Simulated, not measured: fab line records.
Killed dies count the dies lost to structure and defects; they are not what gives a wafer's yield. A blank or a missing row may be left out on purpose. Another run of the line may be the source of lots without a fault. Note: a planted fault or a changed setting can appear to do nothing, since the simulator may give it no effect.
fab line records ; flow sky130
[record] lots = 24; wafers = 72; lastDay = 50
route steps=708 shown CONTACT@429 METAL1@436 VIA1@478 METAL2@487 METAL5@675
lots that met no fault: from a run of the same line without faults
startH: hours from the record's opening day to when the first of the lot's shown wafers began ; waitH: hours elapsed since this lot's preceding step ; " repeats the value in the row above ; L1.1+2: a row that stands for several wafers ; - no value present, or no start provided ; * or withheld: withheld ; < > ~ a bound
route shown NAME@n: names a module that has steps shown in the file, with the first one's number in the route ; usual: the fault-free wafers' mean and standard deviation ; same: alike in all rows ; chamber/n: place in a boat ; sites: readings site by site ; _std_site: the values' standard deviation ; _edge_site: outer sites' mean less inner sites' ; radiusMm: how far each site lies from the wafer's centre ; mask NAME#n: copy n ; behind: the tool/chamber that last shaped the wafer ; hold: the reason the lot was held/the length of the hold in hours/how it ended ; device: the transistor (n, p or np) that didn't switch ; end of line: tests of these same wafers at the route's end ; a step given without rows: its recipe and nothing more ; killed: the dies lost at the first sort to structure and to defects; this is not the yield of the wafer ; map: dies across one wafer; x = killed, . = not, _ = none there
set.NAME: setting as actually run; set.NAME@STEP: the setting as run at that earlier step ; model.NAME: the simulator's own value behind a step, which no gauge read
one table for each step of the route and one row for each wafer, over a sample of lots
services: from which hour (startH, from the record's first day; less than 0 if before it) a tool's chamber was out of use, for how many hours, and why
[[steps]]
[step SKY_CONTACT_SPUTTER_23]
[recipe] material = TiN; targetThkNm = 20; chamberPressurePa = 5; powerW = 4000; timeS = 80
[usual] throttleValvePct = 29.7/0.81
lot.wafer;tool;chamber;startH;waitH;throttleValvePct
L074.1;pvdSputter-04;-;731.74;0.0;30.8
L074.2;pvdSputter-04;-;731.74;0.0;31.3
L074.5;pvdSputter-04;-;731.74;0.0;29.6
L075.1;pvdSputter-02;-;733.81;0.0;29.4
L075.4;pvdSputter-02;-;733.81;0.0;29.1
L075.5;pvdSputter-02;-;733.81;0.0;28.9
L076.1;pvdSputter-02;-;753.71;0.0;29.1
L076.3;pvdSputter-02;-;753.71;0.0;28.5
L076.5;pvdSputter-02;-;753.71;0.0;29.3
L077.1;pvdSputter-02;-;766.89;0.0;28.9
L077.4;pvdSputter-02;-;766.89;0.0;29.2
L077.5;pvdSputter-02;-;766.89;0.0;28.9
L079.2;pvdSputter-03;-;781.73;0.0;29.2
L079.4;pvdSputter-03;-;781.73;0.0;30.3
L079.5;pvdSputter-03;-;781.73;0.0;30.0
L078.3;pvdSputter-02;-;783.48;0.0;28.5
L078.4;pvdSputter-02;-;783.48;0.0;29.0
L078.6;pvdSputter-02;-;783.48;0.0;29.1
L080.1;pvdSputter-02;-;792.64;0.0;28.8
L080.4;pvdSputter-02;-;792.64;0.0;29.2
L080.5;pvdSputter-02;-;792.64;0.0;29.1
L081.3;pvdSputter-02;-;799.97;0.0;29.0
L081.5;pvdSputter-02;-;799.97;0.0;29.1
L081.6;pvdSputter-02;-;799.97;0.0;29.3
L082.1;pvdSputter-02;-;801.12;0.0;29.0
L082.3;pvdSputter-02;-;801.12;0.0;28.6
L082.5;pvdSputter-02;-;801.12;0.0;28.9
L083.1;pvdSputter-02;-;802.22;0.0;29.3
L083.5;pvdSputter-02;-;802.22;0.0;29.1
L083.6;pvdSputter-02;-;802.22;0.0;28.9
L084.1;pvdSputter-02;-;814.26;0.0;29.3
L084.3;pvdSputter-02;-;814.26;0.0;29.2
L084.5;pvdSputter-02;-;814.26;0.0;29.2
L085.1;pvdSputter-03;-;824.50;0.0;30.3
L085.3;pvdSputter-03;-;824.50;0.0;29.3
L085.4;pvdSputter-03;-;824.50;0.0;30.3
L086.1;pvdSputter-04;-;830.10;0.0;31.0
L086.2;pvdSputter-04;-;830.10;0.0;31.0
L086.6;pvdSputter-04;-;830.10;0.0;29.5
L087.1;pvdSputter-03;-;846.16;0.0;29.3
L087.2;pvdSputter-03;-;846.16;0.0;30.5
L087.4;pvdSputter-03;-;846.16;0.0;29.9
L088.2;pvdSputter-03;-;847.68;0.0;30.4
L088.3;pvdSputter-03;-;847.68;0.0;30.5
L088.6;pvdSputter-03;-;847.68;0.0;29.3
L089.3;pvdSputter-02;-;854.24;0.0;29.1
L089.4;pvdSputter-02;-;854.24;0.0;28.9
L089.5;pvdSputter-02;-;854.24;0.0;29.4
L090.2;pvdSputter-03;-;863.94;0.0;29.0
L090.3;pvdSputter-03;-;863.94;0.0;30.6
L090.4;pvdSputter-03;-;863.94;0.0;29.8
L092.2;pvdSputter-04;-;882.25;0.0;31.1
L092.5;pvdSputter-04;-;882.25;0.0;30.7
L092.6;pvdSputter-04;-;882.25;0.0;30.9
L091.2;pvdSputter-02;-;887.23;0.0;28.7
L091.4;pvdSputter-02;-;887.23;0.0;29.2
L091.5;pvdSputter-02;-;887.23;0.0;28.8
L093.2;pvdSputter-04;-;887.54;0.0;31.0
L093.3;pvdSputter-04;-;887.54;0.0;30.8
L093.5;pvdSputter-04;-;887.54;0.0;30.1
L094.2;pvdSputter-03;-;889.35;0.0;30.3
L094.3;pvdSputter-03;-;889.35;0.0;29.1
L094.5;pvdSputter-03;-;889.35;0.0;30.3
L095.1;pvdSputter-03;-;898.90;0.0;30.5
L095.2;pvdSputter-03;-;898.90;0.0;30.6
L095.3;pvdSputter-03;-;898.90;0.0;29.7
L096.1;pvdSputter-04;-;903.34;0.0;29.8
L096.3;pvdSputter-04;-;903.34;0.0;31.3
L096.6;pvdSputter-04;-;903.34;0.0;30.1
L097.1;pvdSputter-04;-;907.39;0.0;29.7
L097.2;pvdSputter-04;-;907.39;0.0;31.3
L097.4;pvdSputter-04;-;907.39;0.0;31.1
[step SKY_METAL1_SPUTTER_02]
[recipe] material = AlCu; targetThkNm = 250; powerW = 10600; timeS = 13.3; chamberPressurePa = 0.4
[usual] throttleValvePct = 30.1/0.92
lot.wafer;tool;chamber;startH;waitH;throttleValvePct
L074.1;pvdSputter-02;-;732.44;0.0;29.1
L074.2;pvdSputter-02;-;732.44;0.0;29.0
L074.5;pvdSputter-02;-;732.44;0.0;29.4
L075.1;pvdSputter-02;-;734.51;0.0;29.0
L075.4;pvdSputter-02;-;734.51;0.0;29.2
L075.5;pvdSputter-02;-;734.51;0.0;29.0
L076.1;pvdSputter-02;-;754.42;0.0;29.1
L076.3;pvdSputter-02;-;754.42;0.0;29.2
L076.5;pvdSputter-02;-;754.42;0.0;29.3
L077.1;pvdSputter-04;-;767.59;0.0;31.0
L077.4;pvdSputter-04;-;767.59;0.0;31.1
L077.5;pvdSputter-04;-;767.59;0.0;31.1
L079.2;pvdSputter-04;-;782.43;0.0;31.0
L079.4;pvdSputter-04;-;782.43;0.0;29.6
L079.5;pvdSputter-04;-;782.43;0.0;30.7
L078.3;pvdSputter-04;-;784.18;0.0;30.8
L078.4;pvdSputter-04;-;784.18;0.0;29.7
L078.6;pvdSputter-04;-;784.18;0.0;31.3
L080.1;pvdSputter-04;-;793.34;0.0;29.7
L080.4;pvdSputter-04;-;793.34;0.0;30.9
L080.5;pvdSputter-04;-;793.34;0.0;31.1
L081.3;pvdSputter-04;-;800.67;0.0;31.2
L081.5;pvdSputter-04;-;800.67;0.0;29.8
L081.6;pvdSputter-04;-;800.67;0.0;31.2
L082.1;pvdSputter-04;-;801.82;0.0;31.0
L082.3;pvdSputter-04;-;801.82;0.0;31.0
L082.5;pvdSputter-04;-;801.82;0.0;30.7
L083.1;pvdSputter-04;-;802.92;0.0;30.8
L083.5;pvdSputter-04;-;802.92;0.0;29.7
L083.6;pvdSputter-04;-;802.92;0.0;31.2
L084.1;pvdSputter-04;-;814.98;0.0;30.9
L084.3;pvdSputter-04;-;814.98;0.0;31.4
L084.5;pvdSputter-04;-;814.98;0.0;31.1
L085.1;pvdSputter-01;-;825.21;0.0;29.7
L085.3;pvdSputter-01;-;825.21;0.0;31.1
L085.4;pvdSputter-01;-;825.21;0.0;29.8
L086.1;pvdSputter-01;-;830.91;0.0;29.5
L086.2;pvdSputter-01;-;830.91;0.0;30.7
L086.6;pvdSputter-01;-;830.91;0.0;30.1
L087.1;pvdSputter-02;-;846.86;0.0;28.9
L087.2;pvdSputter-02;-;846.86;0.0;28.9
L087.4;pvdSputter-02;-;846.86;0.0;28.8
L088.2;pvdSputter-04;-;848.38;0.0;30.0
L088.3;pvdSputter-04;-;848.38;0.0;31.1
L088.6;pvdSputter-04;-;848.38;0.0;31.0
L089.3;pvdSputter-04;-;854.94;0.0;29.6
L089.4;pvdSputter-04;-;854.94;0.0;30.7
L089.5;pvdSputter-04;-;854.94;0.0;29.8
L090.2;pvdSputter-02;-;864.64;0.0;28.9
L090.3;pvdSputter-02;-;864.64;0.0;29.1
L090.4;pvdSputter-02;-;864.64;0.0;29.0
L092.2;pvdSputter-04;-;882.94;0.0;31.0
L092.5;pvdSputter-04;-;882.94;0.0;31.0
L092.6;pvdSputter-04;-;882.94;0.0;31.0
L091.2;pvdSputter-02;-;887.92;0.0;29.0
L091.4;pvdSputter-02;-;887.92;0.0;29.1
L091.5;pvdSputter-02;-;887.92;0.0;29.3
L093.2;pvdSputter-01;-;888.24;0.0;30.2
L093.3;pvdSputter-01;-;888.24;0.0;31.0
L093.5;pvdSputter-01;-;888.24;0.0;31.0
L094.2;pvdSputter-02;-;890.04;0.0;28.8
L094.3;pvdSputter-02;-;890.04;0.0;29.2
L094.5;pvdSputter-02;-;890.04;0.0;29.1
L095.1;pvdSputter-01;-;899.60;0.0;30.1
L095.2;pvdSputter-01;-;899.60;0.0;31.1
L095.3;pvdSputter-01;-;899.60;0.0;29.9
L096.1;pvdSputter-04;-;904.04;0.0;31.3
L096.3;pvdSputter-04;-;904.04;0.0;31.1
L096.6;pvdSputter-04;-;904.04;0.0;31.3
L097.1;pvdSputter-02;-;908.11;0.0;29.0
L097.2;pvdSputter-02;-;908.11;0.0;28.9
L097.4;pvdSputter-02;-;908.11;0.0;29.2
[step SKY_VIA1_SPUTTER_20]
[recipe] material = TiN; targetThkNm = 20; chamberPressurePa = 5; powerW = 4000; timeS = 80
[usual] throttleValvePct = 30.4/0.71
lot.wafer;tool;chamber;startH;waitH;throttleValvePct
L074.1;pvdSputter-04;-;789.53;0.0;30.8
L074.2;pvdSputter-04;-;789.53;0.0;31.0
L074.5;pvdSputter-04;-;789.53;0.0;29.8
L075.1;pvdSputter-04;-;792.23;0.0;31.2
L075.4;pvdSputter-04;-;792.23;0.0;29.6
L075.5;pvdSputter-04;-;792.23;0.0;30.9
L076.1;pvdSputter-04;-;810.52;0.0;30.7
L076.3;pvdSputter-04;-;810.52;0.0;29.7
L076.5;pvdSputter-04;-;810.52;0.0;31.2
L077.1;pvdSputter-03;-;823.77;0.0;30.6
L077.4;pvdSputter-03;-;823.77;0.0;29.1
L077.5;pvdSputter-03;-;823.77;0.0;30.0
L079.2;pvdSputter-04;-;837.78;0.0;31.1
L079.4;pvdSputter-04;-;837.78;0.0;31.1
L079.5;pvdSputter-04;-;837.78;0.0;31.2
L078.3;pvdSputter-03;-;840.02;0.0;29.3
L078.4;pvdSputter-03;-;840.02;0.0;29.9
L078.6;pvdSputter-03;-;840.02;0.0;30.2
L080.1;pvdSputter-04;-;849.43;0.0;30.9
L080.4;pvdSputter-04;-;849.43;0.0;31.0
L080.5;pvdSputter-04;-;849.43;0.0;30.7
L081.3;pvdSputter-03;-;856.98;0.0;29.8
L081.5;pvdSputter-03;-;856.98;0.0;30.4
L081.6;pvdSputter-03;-;856.98;0.0;30.3
L082.1;pvdSputter-01;-;857.33;0.0;29.9
L082.3;pvdSputter-01;-;857.33;0.0;29.9
L082.5;pvdSputter-01;-;857.33;0.0;29.7
L083.1;pvdSputter-04;-;857.47;0.0;31.1
L083.5;pvdSputter-04;-;857.47;0.0;30.8
L083.6;pvdSputter-04;-;857.47;0.0;31.0
L084.1;pvdSputter-04;-;870.93;0.0;31.1
L084.3;pvdSputter-04;-;870.93;0.0;29.8
L084.5;pvdSputter-04;-;870.93;0.0;30.8
L085.1;pvdSputter-01;-;880.51;0.0;31.3
L085.3;pvdSputter-01;-;880.51;0.0;29.7
L085.4;pvdSputter-01;-;880.51;0.0;29.8
L086.1;pvdSputter-03;-;884.52;0.0;30.5
L086.2;pvdSputter-03;-;884.52;0.0;29.3
L086.6;pvdSputter-03;-;884.52;0.0;30.4
L087.1;pvdSputter-03;-;900.56;0.0;30.6
L087.2;pvdSputter-03;-;900.56;0.0;28.9
L087.4;pvdSputter-03;-;900.56;0.0;30.6
L088.2;pvdSputter-04;-;902.28;0.0;30.0
L088.3;pvdSputter-04;-;902.28;0.0;31.4
L088.6;pvdSputter-04;-;902.28;0.0;30.8
L089.3;pvdSputter-03;-;908.47;0.0;29.1
L089.4;pvdSputter-03;-;908.47;0.0;30.6
L089.5;pvdSputter-03;-;908.47;0.0;28.8
L090.2;pvdSputter-04;-;918.01;0.0;30.9
L090.3;pvdSputter-04;-;918.01;0.0;31.0
L090.4;pvdSputter-04;-;918.01;0.0;29.7
L092.2;pvdSputter-04;-;935.81;0.0;31.2
L092.5;pvdSputter-04;-;935.81;0.0;31.3
L092.6;pvdSputter-04;-;935.81;0.0;29.8
L091.2;pvdSputter-04;-;941.28;0.0;29.7
L091.4;pvdSputter-04;-;941.28;0.0;30.8
L091.5;pvdSputter-04;-;941.28;0.0;30.7
L093.2;pvdSputter-03;-;941.63;0.0;29.0
L093.3;pvdSputter-03;-;941.63;0.0;30.1
L093.5;pvdSputter-03;-;941.63;0.0;29.1
L094.2;pvdSputter-04;-;942.78;0.0;30.9
L094.3;pvdSputter-04;-;942.78;0.0;29.9
L094.5;pvdSputter-04;-;942.78;0.0;31.4
L095.1;pvdSputter-04;-;952.61;0.0;29.7
L095.2;pvdSputter-04;-;952.61;0.0;31.1
L095.3;pvdSputter-04;-;952.61;0.0;31.2
L096.1;pvdSputter-04;-;956.24;0.0;31.0
L096.3;pvdSputter-04;-;956.24;0.0;29.6
L096.6;pvdSputter-04;-;956.24;0.0;30.9
L097.1;pvdSputter-03;-;960.01;0.0;29.1
L097.2;pvdSputter-03;-;960.01;0.0;30.7
L097.4;pvdSputter-03;-;960.01;0.0;29.7
[step SKY_VIA1_THK_MEAS_23]
[recipe] thkMeasGauge = xrf; reads = W_of_VIA1_CVD_21
[usual] VIA1_W_THK = 269/4.8
lot.wafer;tool;chamber;startH;waitH;VIA1_W_THK[nm]
L074.1;filmMetro-04;-;789.81;0.1;270
L074.2;filmMetro-04;-;789.81;0.1;261
L074.5;filmMetro-04;-;789.81;0.1;260
L075.1;filmMetro-04;-;792.51;0.1;267
L075.4;filmMetro-04;-;792.51;0.1;275
L075.5;filmMetro-04;-;792.51;0.1;265
L076.1;filmMetro-01;-;810.79;0.1;264
L076.3;filmMetro-01;-;810.79;0.1;260
L076.5;filmMetro-01;-;810.79;0.1;264
L077.1;filmMetro-04;-;824.05;0.1;276
L077.4;filmMetro-04;-;824.05;0.1;272
L077.5;filmMetro-04;-;824.05;0.1;274
L079.2;filmMetro-01;-;838.06;0.1;273
L079.4;filmMetro-01;-;838.06;0.1;271
L079.5;filmMetro-01;-;838.06;0.1;268
L078.3;filmMetro-02;-;840.32;0.1;266
L078.4;filmMetro-02;-;840.32;0.1;272
L078.6;filmMetro-02;-;840.32;0.1;265
L080.1;filmMetro-02;-;849.70;0.1;267
L080.4;filmMetro-02;-;849.70;0.1;264
L080.5;filmMetro-02;-;849.70;0.1;266
L081.3;filmMetro-02;-;857.28;0.1;266
L081.5;filmMetro-02;-;857.28;0.1;275
L081.6;filmMetro-02;-;857.28;0.1;262
L082.1;filmMetro-01;-;857.61;0.1;262
L082.3;filmMetro-01;-;857.61;0.1;263
L082.5;filmMetro-01;-;857.61;0.1;261
L083.1;filmMetro-04;-;857.74;0.1;265
L083.5;filmMetro-04;-;857.74;0.1;269
L083.6;filmMetro-04;-;857.74;0.1;267
L084.1;filmMetro-04;-;871.21;0.1;263
L084.3;filmMetro-04;-;871.21;0.1;263
L084.5;filmMetro-04;-;871.21;0.1;266
L085.1;filmMetro-02;-;880.78;0.1;274
L085.3;filmMetro-02;-;880.78;0.1;273
L085.4;filmMetro-02;-;880.78;0.1;270
L086.1;filmMetro-04;-;884.80;0.1;263
L086.2;filmMetro-04;-;884.80;0.1;267
L086.6;filmMetro-04;-;884.80;0.1;264
L087.1;filmMetro-01;-;900.83;0.1;265
L087.2;filmMetro-01;-;900.83;0.1;265
L087.4;filmMetro-01;-;900.83;0.1;267
L088.2;filmMetro-04;-;902.56;0.1;265
L088.3;filmMetro-04;-;902.56;0.1;279
L088.6;filmMetro-04;-;902.56;0.1;266
L089.3;filmMetro-02;-;908.77;0.1;271
L089.4;filmMetro-02;-;908.77;0.1;270
L089.5;filmMetro-02;-;908.77;0.1;270
L090.2;filmMetro-02;-;918.30;0.1;275
L090.3;filmMetro-02;-;918.30;0.1;276
L090.4;filmMetro-02;-;918.30;0.1;277
L092.2;filmMetro-04;-;936.10;0.1;275
L092.5;filmMetro-04;-;936.10;0.1;269
L092.6;filmMetro-04;-;936.10;0.1;275
L091.2;filmMetro-01;-;941.56;0.1;268
L091.4;filmMetro-01;-;941.56;0.1;266
L091.5;filmMetro-01;-;941.56;0.1;267
L093.2;filmMetro-02;-;941.91;0.1;273
L093.3;filmMetro-02;-;941.91;0.1;272
L093.5;filmMetro-02;-;941.91;0.1;273
L094.2;filmMetro-02;-;943.06;0.1;263
L094.3;filmMetro-02;-;943.06;0.1;264
L094.5;filmMetro-02;-;943.06;0.1;265
L095.1;filmMetro-04;-;952.88;0.1;273
L095.2;filmMetro-04;-;952.88;0.1;275
L095.3;filmMetro-04;-;952.88;0.1;273
L096.1;filmMetro-04;-;956.51;0.1;269
L096.3;filmMetro-04;-;956.51;0.1;267
L096.6;filmMetro-04;-;956.51;0.1;269
L097.1;filmMetro-04;-;960.28;0.1;270
L097.2;filmMetro-04;-;960.28;0.1;269
L097.4;filmMetro-04;-;960.28;0.1;270
[step SKY_METAL2_SPUTTER_04]
[recipe] material = TiN; targetThkNm = 70; powerW = 6500; timeS = 58.3; chamberPressurePa = 0.4
[usual] throttleValvePct = 29.6/0.71
lot.wafer;tool;chamber;startH;waitH;throttleValvePct
L074.1;pvdSputter-02;-;790.26;0.0;29.5
L074.2;pvdSputter-02;-;790.26;0.0;29.2
L074.5;pvdSputter-02;-;790.26;0.0;29.2
L075.1;pvdSputter-02;-;792.96;0.0;28.8
L075.4;pvdSputter-02;-;792.96;0.0;28.8
L075.5;pvdSputter-02;-;792.96;0.0;29.1
L076.1;pvdSputter-02;-;811.24;0.0;29.3
L076.3;pvdSputter-02;-;811.24;0.0;28.7
L076.5;pvdSputter-02;-;811.24;0.0;28.8
L077.1;pvdSputter-02;-;824.50;0.0;29.4
L077.4;pvdSputter-02;-;824.50;0.0;28.7
L077.5;pvdSputter-02;-;824.50;0.0;29.2
L079.2;pvdSputter-01;-;838.50;0.0;31.5
L079.4;pvdSputter-01;-;838.50;0.0;30.6
L079.5;pvdSputter-01;-;838.50;0.0;29.8
L078.3;pvdSputter-01;-;840.75;0.0;30.0
L078.4;pvdSputter-01;-;840.75;0.0;30.9
L078.6;pvdSputter-01;-;840.75;0.0;29.9
L080.1;pvdSputter-01;-;850.16;0.0;29.8
L080.4;pvdSputter-01;-;850.16;0.0;30.0
L080.5;pvdSputter-01;-;850.16;0.0;30.7
L081.3;pvdSputter-02;-;857.71;0.0;29.2
L081.5;pvdSputter-02;-;857.71;0.0;29.1
L081.6;pvdSputter-02;-;857.71;0.0;28.7
L082.1;pvdSputter-01;-;858.06;0.0;29.7
L082.3;pvdSputter-01;-;858.06;0.0;30.1
L082.5;pvdSputter-01;-;858.06;0.0;29.9
L083.1;pvdSputter-02;-;858.36;0.0;29.3
L083.5;pvdSputter-02;-;858.36;0.0;29.2
L083.6;pvdSputter-02;-;858.36;0.0;28.9
L084.1;pvdSputter-03;-;871.66;0.0;30.6
L084.3;pvdSputter-03;-;871.66;0.0;29.6
L084.5;pvdSputter-03;-;871.66;0.0;30.4
L085.1;pvdSputter-03;-;881.36;0.0;30.6
L085.3;pvdSputter-03;-;881.36;0.0;29.4
L085.4;pvdSputter-03;-;881.36;0.0;30.0
L086.1;pvdSputter-02;-;885.25;0.0;29.4
L086.2;pvdSputter-02;-;885.25;0.0;29.3
L086.6;pvdSputter-02;-;885.25;0.0;29.0
L087.1;pvdSputter-01;-;901.28;0.0;29.8
L087.2;pvdSputter-01;-;901.28;0.0;29.6
L087.4;pvdSputter-01;-;901.28;0.0;30.7
L088.2;pvdSputter-01;-;903.00;0.0;29.7
L088.3;pvdSputter-01;-;903.00;0.0;30.0
L088.6;pvdSputter-01;-;903.00;0.0;31.1
L089.3;pvdSputter-02;-;909.22;0.0;28.9
L089.4;pvdSputter-02;-;909.22;0.0;28.8
L089.5;pvdSputter-02;-;909.22;0.0;29.1
L090.2;pvdSputter-02;-;918.74;0.0;29.1
L090.3;pvdSputter-02;-;918.74;0.0;28.6
L090.4;pvdSputter-02;-;918.74;0.0;29.1
L092.2;pvdSputter-03;-;936.54;0.0;29.8
L092.5;pvdSputter-03;-;936.54;0.0;29.2
L092.6;pvdSputter-03;-;936.54;0.0;30.7
L091.2;pvdSputter-02;-;942.00;0.0;29.1
L091.4;pvdSputter-02;-;942.00;0.0;29.0
L091.5;pvdSputter-02;-;942.00;0.0;28.9
L093.2;pvdSputter-01;-;942.44;0.0;30.7
L093.3;pvdSputter-01;-;942.44;0.0;30.9
L093.5;pvdSputter-01;-;942.44;0.0;30.5
L094.2;pvdSputter-03;-;943.50;0.0;30.2
L094.3;pvdSputter-03;-;943.50;0.0;29.7
L094.5;pvdSputter-03;-;943.50;0.0;30.6
L095.1;pvdSputter-03;-;953.33;0.0;30.0
L095.2;pvdSputter-03;-;953.33;0.0;30.6
L095.3;pvdSputter-03;-;953.33;0.0;29.1
L096.1;pvdSputter-03;-;956.96;0.0;30.6
L096.3;pvdSputter-03;-;956.96;0.0;30.6
L096.6;pvdSputter-03;-;956.96;0.0;30.5
L097.1;pvdSputter-02;-;960.73;0.0;29.1
L097.2;pvdSputter-02;-;960.73;0.0;29.1
L097.4;pvdSputter-02;-;960.73;0.0;29.5
[step SKY_METAL5_DESCUM_14]
[recipe] chemistry = O2; sourcePowerW = 150; biasPowerW = 0; pressureMtorr = 10; tempC = 40; timeS = 11
[usual] drypumpMotorCurrentA = 5.7/0.45; oesProductAu = 0.996/0.0085
lot.wafer;tool;chamber;startH;waitH;drypumpMotorCurrentA;oesProductAu;rfHoursCounterH
L074.1;rieMetal-03;1;1025.99;0.1;6.5;0.992;11
L074.2;rieMetal-03;0;1025.99;0.1;5.6;0.995;7
L074.5;rieMetal-03;1;1025.99;0.1;6.5;0.980;-
L075.1;rieMetal-03;1;1028.46;0.1;6.5;0.997;11
L075.4;rieMetal-03;0;1028.46;0.1;5.5;0.995;-
L075.5;rieMetal-03;1;1028.46;0.1;6.5;0.983;-
L076.1;rieMetal-01;0;1041.79;0.1;5.4;0.976;15
L076.3;rieMetal-01;0;1041.79;0.1;5.3;0.981;-
L076.5;rieMetal-01;0;1041.79;0.1;5.3;0.987;-
L077.1;rieMetal-01;0;1054.64;0.1;5.3;0.985;16
L077.4;rieMetal-01;1;1054.64;0.1;5.9;0.984;-
L077.5;rieMetal-01;0;1054.64;0.1;5.3;0.986;-
L079.2;rieMetal-03;1;1066.69;0.1;6.5;1.007;14
L079.4;rieMetal-03;1;1066.69;0.1;6.5;1.000;-
L079.5;rieMetal-03;0;1066.69;0.1;5.6;1.011;-
L078.3;rieMetal-04;0;1067.30;0.1;5.0;0.989;-
L078.4;rieMetal-04;1;1067.30;0.1;5.9;1.000;-
L078.6;rieMetal-04;1;1067.30;0.1;5.9;1.002;-
L080.1;rieMetal-03;0;1076.54;0.1;5.5;1.009;11
L080.4;rieMetal-03;0;1076.54;0.1;5.6;1.004;-
L080.5;rieMetal-03;0;1076.54;0.1;5.6;1.013;-
L081.3;rieMetal-04;1;1081.92;0.1;5.9;1.004;-
L081.5;rieMetal-04;0;1081.92;0.1;5.0;0.998;-
L081.6;rieMetal-04;1;1081.92;0.1;5.9;0.996;-
L082.1;rieMetal-01;0;1084.19;0.1;5.3;0.986;17
L082.3;rieMetal-01;1;1084.19;0.1;5.9;0.987;-
L082.5;rieMetal-01;0;1084.19;0.1;5.4;0.978;-
L083.1;rieMetal-03;0;1084.29;0.1;5.6;0.995;12
L083.5;rieMetal-03;0;1084.29;0.1;5.6;1.006;-
L083.6;rieMetal-03;1;1084.29;0.1;6.5;0.998;-
L084.1;rieMetal-04;1;1090.59;0.1;5.9;0.986;14
L084.3;rieMetal-04;1;1090.59;0.1;5.9;0.991;-
L084.5;rieMetal-04;0;1090.59;0.1;5.0;0.992;-
L085.1;rieMetal-04;0;1099.31;0.1;5.0;0.992;14
L085.3;rieMetal-04;0;1099.31;0.1;5.0;0.994;-
L085.4;rieMetal-04;1;1099.31;0.1;5.9;0.988;-
L086.1;rieMetal-01;1;1105.39;0.1;5.9;0.997;21
L086.2;rieMetal-01;0;1105.39;0.1;5.3;0.996;19
L086.6;rieMetal-01;1;1105.39;0.1;5.9;1.003;-
L087.1;rieMetal-01;0;1116.49;0.1;5.3;0.986;20
L087.2;rieMetal-01;1;1116.49;0.1;5.8;1.007;22
L087.4;rieMetal-01;1;1116.49;0.1;5.9;0.999;-
L088.2;rieMetal-03;1;1117.31;0.1;6.5;1.001;18
L088.3;rieMetal-03;0;1117.31;0.1;5.6;0.999;-
L088.6;rieMetal-03;0;1117.31;0.1;5.6;1.003;-
L089.3;rieMetal-01;0;1124.75;0.1;5.4;0.989;-
L089.4;rieMetal-01;1;1124.75;0.1;5.9;0.987;-
L089.5;rieMetal-01;1;1124.75;0.1;5.9;0.992;-
L090.2;rieMetal-04;0;1131.11;0.1;5.0;0.997;16
L090.3;rieMetal-04;1;1131.11;0.1;5.9;0.998;-
L090.4;rieMetal-04;0;1131.11;0.1;5.0;1.000;-
L092.2;rieMetal-01;0;1143.49;0.1;5.3;0.989;22
L092.5;rieMetal-01;1;1143.49;0.1;5.9;1.006;-
L092.6;rieMetal-01;0;1143.49;0.1;5.3;0.992;-
L091.2;rieMetal-03;1;1148.54;0.1;6.5;1.003;21
L091.4;rieMetal-03;0;1148.54;0.1;5.5;1.010;-
L091.5;rieMetal-03;1;1148.54;0.1;6.5;1.011;-
L093.2;rieMetal-01;0;1149.99;0.1;5.4;0.978;23
L093.3;rieMetal-01;0;1149.99;0.1;5.4;0.986;-
L093.5;rieMetal-01;0;1149.99;0.1;5.3;0.989;-
L094.2;rieMetal-03;0;1151.04;0.1;5.5;1.014;18
L094.3;rieMetal-03;0;1151.04;0.1;5.5;1.001;-
L094.5;rieMetal-03;0;1151.04;0.1;5.5;1.007;-
L095.1;rieMetal-01;1;1156.01;0.1;5.9;1.001;25
L095.2;rieMetal-01;0;1156.01;0.1;5.3;0.998;23
L095.3;rieMetal-01;0;1156.01;0.1;5.4;0.987;-
L096.1;rieMetal-01;0;1159.09;0.1;5.3;0.998;23
L096.3;rieMetal-01;1;1159.09;0.1;5.9;1.004;-
L096.6;rieMetal-01;1;1159.09;0.1;5.9;1.006;-
L097.1;rieMetal-04;0;1162.04;0.1;4.9;1.009;19
L097.2;rieMetal-04;1;1162.04;0.1;5.9;0.992;20
L097.4;rieMetal-04;1;1162.04;0.1;5.9;1.002;-
[[services]]
tool;chamber;startH;hours;kind
pvdSputter-01;-;718.27;99.2;repair
pvdSputter-04;-;737.39;2.1;repair
pvdSputter-04;-;799.44;1.1;repair
pvdSputter-02;-;808.58;2.4;repair
pvdSputter-04;-;820.51;9.1;repair
rieMetal-01;-;829.91;14.6;pm
pvdSputter-02;-;847.72;1.0;repair
rieMetal-01;1;854.97;1.0;repair
pvdSputter-04;-;862.87;2.7;repair
pvdSputter-03;-;902.39;0.8;repair
pvdSputter-03;-;904.13;4.3;repair
rieMetal-01;1;909.09;22.4;repair
pvdSputter-03;-;915.63;1.9;repair
pvdSputter-01;-;933.67;6.5;repair
rieMetal-03;0;945.59;14.8;repair
pvdSputter-01;-;960.15;14.7;repair
rieMetal-01;1;977.83;9.0;repair
pvdSputter-03;-;991.09;14.2;repair
pvdSputter-02;-;995.21;2.4;repair
pvdSputter-01;-;1019.29;1.2;repair
pvdSputter-02;-;1046.65;12.6;repair
pvdSputter-01;-;1059.15;1.0;repair
pvdSputter-01;-;1119.28;5.2;repair
pvdSputter-04;-;1142.28;2.2;repair
[[key]]
fault none
